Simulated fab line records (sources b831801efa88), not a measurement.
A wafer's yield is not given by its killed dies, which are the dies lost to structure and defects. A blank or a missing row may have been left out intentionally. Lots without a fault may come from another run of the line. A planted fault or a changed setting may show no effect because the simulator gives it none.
fab line records    flow gf180mcu    part 1 of 2: steps 1 to 27 of 36
record: lots: 5  wafers: 15  lastDay: 34
route steps=602 shown LVPWELL@55 MVSD@66 MVPSD@78 VT_IMPLANT@90
lots that met no fault: taken from a fault-free run of the same line
startH: start of the lot's first displayed wafer, in hours after the record's first day    waitH: hours elapsed since this lot's preceding step    " as in the row above    L1.1+2: a single row standing in for several wafers    - no value, or no start given    * or withheld: withheld    < > ~ a bound
route shown NAME@n: a module of which the file shows steps, and the number in the route of the first    usual: mean/standard deviation taken from wafers without a fault    same: alike in all rows    chamber/n: place in a boat    sites: the reading at each site    _std_site: the values' standard deviation    _edge_site: outer sites' mean less inner sites'    radiusMm: for every site, how far away it sits from the centre of the wafer    mask NAME#n: copy n    behind: the tool/chamber that last shaped the wafer    hold: why the lot was held/for how many hours/how that ended    device: whichever transistor did not switch (one of n, p or np)    end of line: tests of these same wafers at the route's end    step lacking rows: just its recipe    killed: dies that structure and defects cost at the first sort, which is not the same as the wafer's yield    map: dies across one wafer; x = killed, . = not, _ = none there
set.NAME: the setting the step ran with; set.NAME@STEP: the setting that earlier step ran with    model.NAME: the simulator's own value behind a step, which no gauge read
certain route steps with their lots: each step a table, each wafer a row
services: from which hour (startH, from the record's first day; less than 0 if before it) a tool's chamber was out of use, for how many hours, and why
== steps ==
step: GF_LVPWELL_HMDS_01
recipe: primeTimeS: 60  primeTempC: 120
lot.wafer   tool           chamber  startH  waitH
L077.1+3+4  lithoTrack-02  0        76.69   0.1
L081.2+3+6  lithoTrack-03  0        100.53  0.1
L091.2+3+5  lithoTrack-02  0        156.17  0.1
L094.2+5+6  lithoTrack-02  0        172.47  0.1
L096.2+3+5  lithoTrack-02  0        183.01  0.1
step: GF_LVPWELL_COAT_02
recipe: spinRpm: 2000  resistThkNm: 3000
lot.wafer   tool           chamber  startH  waitH
L077.1+3+4  lithoTrack-02  0        76.84   0.1
L081.2+3+6  lithoTrack-03  0        100.68  0.1
L091.2+3+5  lithoTrack-02  0        156.32  0.1
L094.2+5+6  lithoTrack-02  0        172.62  0.1
L096.2+3+5  lithoTrack-02  0        183.16  0.1
step: GF_LVPWELL_SOFTBAKE_03
recipe: tempC: 110  timeS: withheld
usual: plateTempC: 109.99/0.14
lot.wafer  tool           chamber  startH  waitH  plateTempC
L077.1     lithoTrack-02  0        76.99   0.1    109.99
L077.3     "              0        "       "      109.87
L077.4     "              0        "       "      109.77
L081.2     lithoTrack-03  0        100.83  0.1    110.02
L081.3     "              0        "       "      109.96
L081.6     "              0        "       "      109.89
L091.2     lithoTrack-02  0        156.47  0.1    109.99
L091.3     "              0        "       "      109.97
L091.5     "              0        "       "      110.17
L094.2     lithoTrack-02  0        172.77  0.1    109.98
L094.5     "              0        "       "      109.86
L094.6     "              0        "       "      110.14
L096.2     lithoTrack-02  0        183.32  0.1    109.99
L096.3     "              0        "       "      110.11
L096.5     "              0        "       "      110.08
step: GF_LVPWELL_EXPOSE_04
recipe: maskId: LVPWELL  targetCdNm: 600  na: 0.6  sourceShape: conventional  sigmaOuter: 0.6  doseMj: 260
usual: stageVelMmS: 499.98/0.24
same: sigmaOuter: 0.6
lot.wafer  tool             chamber  startH  waitH  mask       stageVelMmS
L077.1     ilineStepper-02  0        -       -      LVPWELL#0  500.05
L077.3     "                0        "       "      LVPWELL#0  500.45
L077.4     "                0        "       "      LVPWELL#0  500.50
L081.2     ilineStepper-01  0        -       -      LVPWELL#0  500.15
L081.3     "                0        "       "      LVPWELL#0  500.22
L081.6     "                0        "       "      LVPWELL#0  500.43
L091.2     ilineStepper-02  0        -       -      LVPWELL#0  499.69
L091.3     "                0        "       "      LVPWELL#0  499.75
L091.5     "                0        "       "      LVPWELL#0  500.27
L094.2     ilineStepper-01  0        -       -      LVPWELL#0  500.10
L094.5     "                0        "       "      LVPWELL#0  499.76
L094.6     "                0        "       "      LVPWELL#0  499.83
L096.2     ilineStepper-02  0        -       -      LVPWELL#0  500.47
L096.3     "                0        "       "      LVPWELL#0  500.11
L096.5     "                0        "       "      LVPWELL#0  500.34
step: GF_LVPWELL_PEB_05
recipe: tempC: 115  timeS: withheld
usual: plateTempC: 115.02/0.12
lot.wafer  tool           chamber  startH  waitH  plateTempC
L077.1     lithoTrack-03  0        -       -      114.81
L077.3     "              0        "       "      115.00
L077.4     "              0        "       "      114.95
L081.2     lithoTrack-02  0        -       -      114.93
L081.3     "              0        "       "      115.13
L081.6     "              0        "       "      114.90
L091.2     lithoTrack-02  0        -       -      115.12
L091.3     "              0        "       "      115.13
L091.5     "              0        "       "      115.06
L094.2     lithoTrack-04  0        -       -      115.00
L094.5     "              0        "       "      115.09
L094.6     "              0        "       "      114.87
L096.2     lithoTrack-03  0        -       -      115.18
L096.3     "              0        "       "      115.15
L096.5     "              0        "       "      115.04
step: GF_LVPWELL_DEVELOP_06
recipe: wallAngleDeg: 90  developTimeS: 60  devTempC: 23
lot.wafer   tool           chamber  startH  waitH
L077.1+3+4  lithoTrack-03  0        -       -
L081.2+3+6  lithoTrack-02  0        -       -
L091.2+3+5  lithoTrack-02  0        -       -
L094.2+5+6  lithoTrack-04  0        -       -
L096.2+3+5  lithoTrack-03  0        -       -
step: GF_LVPWELL_OVL_MEAS_07
usual: LVPWELL_OVL: 1.0/1.2
lot.wafer  tool        chamber  startH  waitH  LVPWELL_OVL[nm]
L077.1     overlay-02  -        83.75   -      2.6
L077.3     "           -        "       "      3.5
L077.4     "           -        "       "      1.7
L081.2     overlay-02  -        108.20  -      3.2
L081.3     "           -        "       "      2.2
L081.6     "           -        "       "      2.0
L091.2     overlay-01  -        164.25  -      -0.1
L091.3     "           -        "       "      0.4
L091.5     "           -        "       "      -1.0
L094.2     overlay-01  -        181.18  -      0.1
L094.5     "           -        "       "      1.0
L094.6     "           -        "       "      1.6
L096.2     overlay-02  -        191.20  -      1.2
L096.3     "           -        "       "      1.4
L096.5     "           -        "       "      1.0
step: GF_LVPWELL_IMPLANT_08
recipe: species: B  energyKev: 170  doseCm2: 1.5e+13  tiltDeg: 0
usual: beamOnS: 10.02/0.2  doseIonsCm2: 1.5e+13/1.8e+10  faradayCurrentUA: 84.4/1.7
lot.wafer  tool          chamber  startH  waitH  beamOnS  doseIonsCm2  faradayCurrentUA
L077.1     implanter-01  0        83.79   0.0    10.20    1.5053e+13   82.8
L077.3     "             0        "       "      10.49    1.5034e+13   80.6
L077.4     "             0        "       "      10.12    1.5017e+13   83.2
L081.2     implanter-02  0        108.25  0.0    9.74     1.497e+13    86.8
L081.3     "             0        "       "      10.10    1.4992e+13   83.7
L081.6     "             0        "       "      10.06    1.5019e+13   84.0
L091.2     implanter-02  0        164.30  0.0    10.19    1.4988e+13   83.3
L091.3     "             0        "       "      9.96     1.4963e+13   84.9
L091.5     "             0        "       "      10.22    1.5003e+13   82.7
L094.2     implanter-01  0        181.24  0.0    9.91     1.5006e+13   85.1
L094.5     "             0        "       "      9.80     1.4999e+13   86.3
L094.6     "             0        "       "      10.23    1.4998e+13   82.6
L096.2     implanter-04  0        191.26  0.0    9.94     1.4976e+13   85.1
L096.3     "             0        "       "      10.11    1.4993e+13   83.2
L096.5     "             0        "       "      10.33    1.4971e+13   82.2
step: GF_LVPWELL_IMPLANT_09
recipe: species: B  energyKev: 60  doseCm2: 5e+12  tiltDeg: 0
usual: beamOnS: 9.98/0.2  doseIonsCm2: 5e+12/5.4e+09  faradayCurrentUA: 28.3/0.55
lot.wafer  tool          chamber  startH  waitH  beamOnS  doseIonsCm2  faradayCurrentUA
L077.1     implanter-01  0        83.94   0.1    9.91     5.006e+12    28.5
L077.3     "             0        "       "      10.08    5.006e+12    28.1
L077.4     "             0        "       "      10.00    4.996e+12    28.0
L081.2     implanter-02  0        108.40  0.1    10.30    4.999e+12    27.3
L081.3     "             0        "       "      9.92     4.997e+12    28.3
L081.6     "             0        "       "      10.16    4.995e+12    27.6
L091.2     implanter-02  0        164.45  0.1    10.10    5.003e+12    27.9
L091.3     "             0        "       "      10.28    5e+12        27.4
L091.5     "             0        "       "      10.08    5.002e+12    27.9
L094.2     implanter-01  0        181.39  0.1    9.77     5.001e+12    28.8
L094.5     "             0        "       "      10.18    4.999e+12    27.5
L094.6     "             0        "       "      10.18    4.997e+12    27.6
L096.2     implanter-04  0        191.41  0.1    9.84     4.998e+12    28.7
L096.3     "             0        "       "      10.19    4.995e+12    27.7
L096.5     "             0        "       "      9.63     5e+12        29.2
step: GF_LVPWELL_STRIP_10
recipe: chemistry: O2/N2  powerW: 1400  pressureMtorr: 1500  platenTempC: 250  o2FlowSccm: 3000  n2FlowSccm: 300  overashFraction: 0.5
usual: drypumpMotorCurrentA: 5.60/0.3  heaterPowerW: 349/60  oesProductAu: 0.722/0.0043  stripTimeToEndpointS: 36.97/0.094
lot.wafer  tool            chamber  startH  waitH  drypumpMotorCurrentA  heaterPowerW  oesProductAu  rfHoursCounterH  stripTimeToEndpointS
L077.1     plasmaAsher-04  1        84.09   0.1    6.09                  268           0.729         43               36.92
L077.3     "               0        "       "      5.26                  336           0.721         -                37.10
L077.4     "               1        "       "      6.10                  271           0.723         -                36.94
L081.2     plasmaAsher-01  1        108.53  0.1    5.33                  378           0.719         45               36.82
L081.3     "               0        "       "      5.69                  386           0.730         -                36.99
L081.6     "               1        "       "      5.32                  388           0.722         -                36.90
L091.2     plasmaAsher-03  1        164.58  0.1    5.89                  455           0.716         36               36.93
L091.3     "               1        "       "      5.86                  439           0.723         -                36.87
L091.5     "               0        "       "      5.42                  285           0.722         -                36.81
L094.2     plasmaAsher-01  1        181.51  0.1    5.32                  373           0.726         6                36.88
L094.5     "               1        "       "      5.31                  384           0.720         -                36.88
L094.6     "               0        "       "      5.75                  365           0.732         -                36.87
L096.2     plasmaAsher-01  0        191.53  0.1    5.66                  363           0.720         7                37.08
L096.3     "               0        "       "      5.72                  364           0.724         -                37.11
L096.5     "               0        "       "      5.68                  368           0.718         -                37.05
step: GF_LVPWELL_TW_MEAS_11
usual: LVPWELL_TW: 556/4
lot.wafer  tool          chamber  startH  waitH  LVPWELL_TW
L077.1     filmMetro-04  -        84.19   0.1    550
L077.3     "             -        "       "      553
L077.4     "             -        "       "      554
L081.2     filmMetro-03  -        108.64  0.1    549
L081.3     "             -        "       "      553
L081.6     "             -        "       "      552
L091.2     filmMetro-03  -        164.69  0.1    551
L091.3     "             -        "       "      553
L091.5     "             -        "       "      550
L094.2     filmMetro-02  -        181.62  0.1    557
L094.5     "             -        "       "      559
L094.6     "             -        "       "      559
L096.2     filmMetro-03  -        191.64  0.1    555
L096.3     "             -        "       "      555
L096.5     "             -        "       "      556
step: GF_MVSD_DEHYDRATE_00
recipe: tempC: 200  timeS: 60
usual: plateTempC: 199.98/0.18
lot.wafer  tool           chamber  startH  waitH  plateTempC
L077.1     lithoTrack-03  0        89.50   5.3    199.84
L077.3     "              0        "       "      199.93
L077.4     "              0        "       "      199.92
L081.2     lithoTrack-04  0        115.45  6.8    199.99
L081.3     "              0        "       "      200.17
L081.6     "              0        "       "      200.08
L091.2     lithoTrack-03  0        171.72  7.0    200.07
L091.3     "              0        "       "      199.99
L091.5     "              0        "       "      199.95
L094.2     lithoTrack-04  0        189.45  7.8    200.15
L094.5     "              0        "       "      200.24
L094.6     "              0        "       "      200.01
L096.2     lithoTrack-01  0        199.94  8.3    199.82
L096.3     "              0        "       "      200.29
L096.5     "              0        "       "      200.04
step: GF_MVSD_HMDS_01
recipe: primeTimeS: 60  primeTempC: 120
lot.wafer   tool           chamber  startH  waitH
L077.1+3+4  lithoTrack-03  0        89.65   0.1
L081.2+3+6  lithoTrack-04  0        115.60  0.1
L091.2+3+5  lithoTrack-03  0        171.87  0.1
L094.2+5+6  lithoTrack-04  0        189.60  0.1
L096.2+3+5  lithoTrack-01  0        200.09  0.1
step: GF_MVSD_COAT_02
recipe: spinRpm: 2000  resistThkNm: 3000
lot.wafer   tool           chamber  startH  waitH
L077.1+3+4  lithoTrack-03  0        89.80   0.1
L081.2+3+6  lithoTrack-04  0        115.75  0.1
L091.2+3+5  lithoTrack-03  0        172.02  0.1
L094.2+5+6  lithoTrack-04  0        189.75  0.1
L096.2+3+5  lithoTrack-01  0        200.24  0.1
step: GF_MVSD_SOFTBAKE_03
recipe: tempC: 110  timeS: withheld
usual: plateTempC: 109.99/0.14
lot.wafer  tool           chamber  startH  waitH  plateTempC
L077.1     lithoTrack-03  0        89.95   0.1    110.05
L077.3     "              0        "       "      110.12
L077.4     "              0        "       "      109.95
L081.2     lithoTrack-04  0        115.91  0.1    110.06
L081.3     "              0        "       "      110.06
L081.6     "              0        "       "      110.05
L091.2     lithoTrack-03  0        172.18  0.1    110.13
L091.3     "              0        "       "      110.07
L091.5     "              0        "       "      110.00
L094.2     lithoTrack-04  0        189.91  0.1    110.09
L094.5     "              0        "       "      110.01
L094.6     "              0        "       "      110.01
L096.2     lithoTrack-01  0        200.40  0.1    109.87
L096.3     "              0        "       "      110.05
L096.5     "              0        "       "      109.97
step: GF_MVSD_EXPOSE_04
recipe: maskId: MVSD  targetCdNm: 1000  na: 0.6  sourceShape: conventional  sigmaOuter: 0.6  doseMj: 260
usual: stageVelMmS: 500.01/0.25
same: sigmaOuter: 0.6
lot.wafer  tool             chamber  startH  waitH  mask    stageVelMmS
L077.1     ilineStepper-01  0        -       -      MVSD#0  500.52
L077.3     "                0        "       "      MVSD#0  500.26
L077.4     "                0        "       "      MVSD#0  500.19
L081.2     ilineStepper-02  0        -       -      MVSD#0  500.17
L081.3     "                0        "       "      MVSD#0  499.78
L081.6     "                0        "       "      MVSD#0  500.21
L091.2     ilineStepper-01  0        -       -      MVSD#0  500.04
L091.3     "                0        "       "      MVSD#0  499.86
L091.5     "                0        "       "      MVSD#0  500.02
L094.2     ilineStepper-02  0        -       -      MVSD#0  500.29
L094.5     "                0        "       "      MVSD#0  499.64
L094.6     "                0        "       "      MVSD#0  500.54
L096.2     ilineStepper-01  0        -       -      MVSD#0  500.28
L096.3     "                0        "       "      MVSD#0  499.87
L096.5     "                0        "       "      MVSD#0  499.94
step: GF_MVSD_PEB_05
recipe: tempC: 115  timeS: withheld
usual: plateTempC: 115.03/0.14
lot.wafer  tool           chamber  startH  waitH  plateTempC
L077.1     lithoTrack-03  0        -       -      115.22
L077.3     "              0        "       "      115.17
L077.4     "              0        "       "      115.02
L081.2     lithoTrack-01  0        -       -      115.06
L081.3     "              0        "       "      114.94
L081.6     "              0        "       "      115.05
L091.2     lithoTrack-03  0        -       -      115.01
L091.3     "              0        "       "      115.08
L091.5     "              0        "       "      115.14
L094.2     lithoTrack-01  0        -       -      114.96
L094.5     "              0        "       "      114.85
L094.6     "              0        "       "      114.78
L096.2     lithoTrack-01  0        -       -      115.01
L096.3     "              0        "       "      115.31
L096.5     "              0        "       "      115.09
step: GF_MVSD_DEVELOP_06
recipe: wallAngleDeg: 90  developTimeS: 60  devTempC: 23
lot.wafer   tool           chamber  startH  waitH
L077.1+3+4  lithoTrack-03  0        -       -
L081.2+3+6  lithoTrack-01  0        -       -
L091.2+3+5  lithoTrack-03  0        -       -
L094.2+5+6  lithoTrack-01  0        -       -
L096.2+3+5  lithoTrack-01  0        -       -
step: GF_MVSD_OVL_MEAS_07
usual: MVSD_OVL: 0.6/1.2
lot.wafer  tool        chamber  startH  waitH  MVSD_OVL[nm]
L077.1     overlay-01  -        97.35   -      0.6
L077.3     "           -        "       "      0.7
L077.4     "           -        "       "      0.4
L081.2     overlay-02  -        123.23  -      0.5
L081.3     "           -        "       "      -2.0
L081.6     "           -        "       "      -1.5
L091.2     overlay-02  -        180.66  -      0.0
L091.3     "           -        "       "      0.4
L091.5     "           -        "       "      1.4
L094.2     overlay-02  -        198.72  -      0.1
L094.5     "           -        "       "      -0.1
L094.6     "           -        "       "      0.2
L096.2     overlay-02  -        209.32  -      -2.0
L096.3     "           -        "       "      -1.5
L096.5     "           -        "       "      0.4
step: GF_MVSD_IMPLANT_08
recipe: species: P  energyKev: 400  doseCm2: 1.6e+13  tiltDeg: 0
usual: beamOnS: 10.01/0.22  doseIonsCm2: 1.6003e+13/1.7e+10  faradayCurrentUA: 90.1/2
lot.wafer  tool          chamber  startH  waitH  beamOnS  doseIonsCm2  faradayCurrentUA
L077.1     implanter-02  0        97.39   0.0    9.89     1.601e+13    91.4
L077.3     "             0        "       "      9.73     1.5994e+13   92.5
L077.4     "             0        "       "      9.57     1.5981e+13   94.1
L081.2     implanter-04  0        123.28  0.0    9.72     1.5991e+13   92.7
L081.3     "             0        "       "      9.99     1.6004e+13   89.9
L081.6     "             0        "       "      10.27    1.5996e+13   88.1
L091.2     implanter-03  0        180.71  0.0    10.16    1.6004e+13   88.4
L091.3     "             0        "       "      9.89     1.6002e+13   91.2
L091.5     "             0        "       "      9.94     1.6004e+13   91.1
L094.2     implanter-04  0        198.78  0.0    9.79     1.6025e+13   92.0
L094.5     "             0        "       "      10.23    1.5988e+13   88.3
L094.6     "             0        "       "      9.79     1.6e+13      91.7
L096.2     implanter-04  0        209.38  0.0    9.78     1.5992e+13   92.3
L096.3     "             0        "       "      9.91     1.6005e+13   91.2
L096.5     "             0        "       "      9.68     1.5984e+13   93.0
step: GF_MVSD_IMPLANT_09
recipe: species: P  energyKev: 100  doseCm2: 5e+12  tiltDeg: 0
usual: beamOnS: 9.98/0.19  doseIonsCm2: 5.001e+12/5.1e+09  faradayCurrentUA: 28.3/0.52
lot.wafer  tool          chamber  startH  waitH  beamOnS  doseIonsCm2  faradayCurrentUA
L077.1     implanter-02  0        97.54   0.1    10.35    4.994e+12    27.2
L077.3     "             0        "       "      9.99     5.002e+12    28.3
L077.4     "             0        "       "      10.03    4.995e+12    28.2
L081.2     implanter-04  0        123.43  0.1    10.05    4.997e+12    28.0
L081.3     "             0        "       "      10.04    4.995e+12    28.1
L081.6     "             0        "       "      10.05    4.998e+12    27.9
L091.2     implanter-03  0        180.86  0.1    9.98     5.005e+12    28.4
L091.3     "             0        "       "      9.78     4.996e+12    28.9
L091.5     "             0        "       "      9.81     5.004e+12    28.8
L094.2     implanter-04  0        198.93  0.1    9.86     5.001e+12    28.6
L094.5     "             0        "       "      9.71     4.995e+12    29.0
L094.6     "             0        "       "      9.84     4.999e+12    28.5
L096.2     implanter-04  0        209.53  0.1    10.12    4.999e+12    28.0
L096.3     "             0        "       "      9.89     5.004e+12    28.6
L096.5     "             0        "       "      10.02    5.007e+12    28.3
step: GF_MVSD_STRIP_10
recipe: chemistry: O2/N2  powerW: 1400  pressureMtorr: 1500  platenTempC: 250  o2FlowSccm: 3000  n2FlowSccm: 300  overashFraction: 0.5
usual: drypumpMotorCurrentA: 5.49/0.28  heaterPowerW: 354/53  oesProductAu: 0.722/0.0046  stripTimeToEndpointS: 36.97/0.11
lot.wafer  tool            chamber  startH  waitH  drypumpMotorCurrentA  heaterPowerW  oesProductAu  rfHoursCounterH  stripTimeToEndpointS
L077.1     plasmaAsher-02  1        97.69   0.1    5.57                  349           0.725         45               37.15
L077.3     "               1        "       "      5.55                  346           0.721         -                37.04
L077.4     "               0        "       "      5.03                  303           0.718         -                37.07
L081.2     plasmaAsher-02  0        123.56  0.1    5.04                  307           0.721         48               36.79
L081.3     "               0        "       "      5.04                  308           0.716         -                36.81
L081.6     "               1        "       "      5.57                  354           0.715         -                36.77
L091.2     plasmaAsher-01  0        180.99  0.1    5.76                  364           0.715         6                36.87
L091.3     "               0        "       "      5.69                  368           0.722         -                36.90
L091.5     "               1        "       "      5.30                  382           0.723         -                36.87
L094.2     plasmaAsher-02  0        199.05  0.1    5.02                  307           0.728         56               37.05
L094.5     "               0        "       "      5.01                  317           0.715         -                37.11
L094.6     "               1        "       "      5.58                  345           0.731         -                37.00
L096.2     plasmaAsher-03  1        209.65  0.1    5.89                  429           0.721         40               37.08
L096.3     "               1        "       "      5.88                  438           0.712         -                37.17
L096.5     "               1        "       "      5.90                  443           0.721         -                37.01
step: GF_MVSD_TW_MEAS_11
usual: MVSD_TW: 1567/11
lot.wafer  tool          chamber  startH  waitH  MVSD_TW
L077.1     filmMetro-02  -        97.79   0.1    1571
L077.3     "             -        "       "      1588
L077.4     "             -        "       "      1579
L081.2     filmMetro-03  -        123.67  0.1    1568
L081.3     "             -        "       "      1565
L081.6     "             -        "       "      1571
L091.2     filmMetro-04  -        181.10  0.1    1572
L091.3     "             -        "       "      1559
L091.5     "             -        "       "      1568
L094.2     filmMetro-03  -        199.16  0.1    1544
L094.5     "             -        "       "      1560
L094.6     "             -        "       "      1560
L096.2     filmMetro-03  -        209.76  0.1    1547
L096.3     "             -        "       "      1557
L096.5     "             -        "       "      1558
step: GF_MVPSD_DEHYDRATE_00
recipe: tempC: 200  timeS: 60
usual: plateTempC: 200.00/0.16
lot.wafer  tool           chamber  startH  waitH  plateTempC
L077.1     lithoTrack-03  0        103.55  5.8    200.07
L077.3     "              0        "       "      199.94
L077.4     "              0        "       "      199.77
L081.2     lithoTrack-02  0        130.17  6.5    199.80
L081.3     "              0        "       "      199.84
L081.6     "              0        "       "      199.77
L091.2     lithoTrack-01  0        188.84  7.7    200.28
L091.3     "              0        "       "      199.85
L091.5     "              0        "       "      200.24
L094.2     lithoTrack-02  0        207.51  8.3    199.87
L094.5     "              0        "       "      199.99
L094.6     "              0        "       "      200.24
L096.2     lithoTrack-01  0        217.94  8.2    200.23
L096.3     "              0        "       "      200.06
L096.5     "              0        "       "      200.03
step: GF_MVPSD_HMDS_01
recipe: primeTimeS: 60  primeTempC: 120
lot.wafer   tool           chamber  startH  waitH
L077.1+3+4  lithoTrack-03  0        103.70  0.1
L081.2+3+6  lithoTrack-02  0        130.32  0.1
L091.2+3+5  lithoTrack-01  0        188.99  0.1
L094.2+5+6  lithoTrack-02  0        207.66  0.1
L096.2+3+5  lithoTrack-01  0        218.09  0.1
step: GF_MVPSD_COAT_02
recipe: spinRpm: 2000  resistThkNm: 3000
lot.wafer   tool           chamber  startH  waitH
L077.1+3+4  lithoTrack-03  0        103.85  0.1
L081.2+3+6  lithoTrack-02  0        130.47  0.1
L091.2+3+5  lithoTrack-01  0        189.14  0.1
L094.2+5+6  lithoTrack-02  0        207.81  0.1
L096.2+3+5  lithoTrack-01  0        218.24  0.1
step: GF_MVPSD_SOFTBAKE_03
recipe: tempC: 110  timeS: withheld
usual: plateTempC: 109.99/0.12
lot.wafer  tool           chamber  startH  waitH  plateTempC
L077.1     lithoTrack-03  0        104.00  0.1    109.75
L077.3     "              0        "       "      109.76
L077.4     "              0        "       "      109.99
L081.2     lithoTrack-02  0        130.62  0.1    110.06
L081.3     "              0        "       "      109.97
L081.6     "              0        "       "      110.08
L091.2     lithoTrack-01  0        189.30  0.1    109.96
L091.3     "              0        "       "      110.02
L091.5     "              0        "       "      109.92
L094.2     lithoTrack-02  0        207.97  0.1    110.23
L094.5     "              0        "       "      110.14
L094.6     "              0        "       "      110.36
L096.2     lithoTrack-01  0        218.40  0.1    110.05
L096.3     "              0        "       "      110.10
L096.5     "              0        "       "      110.12
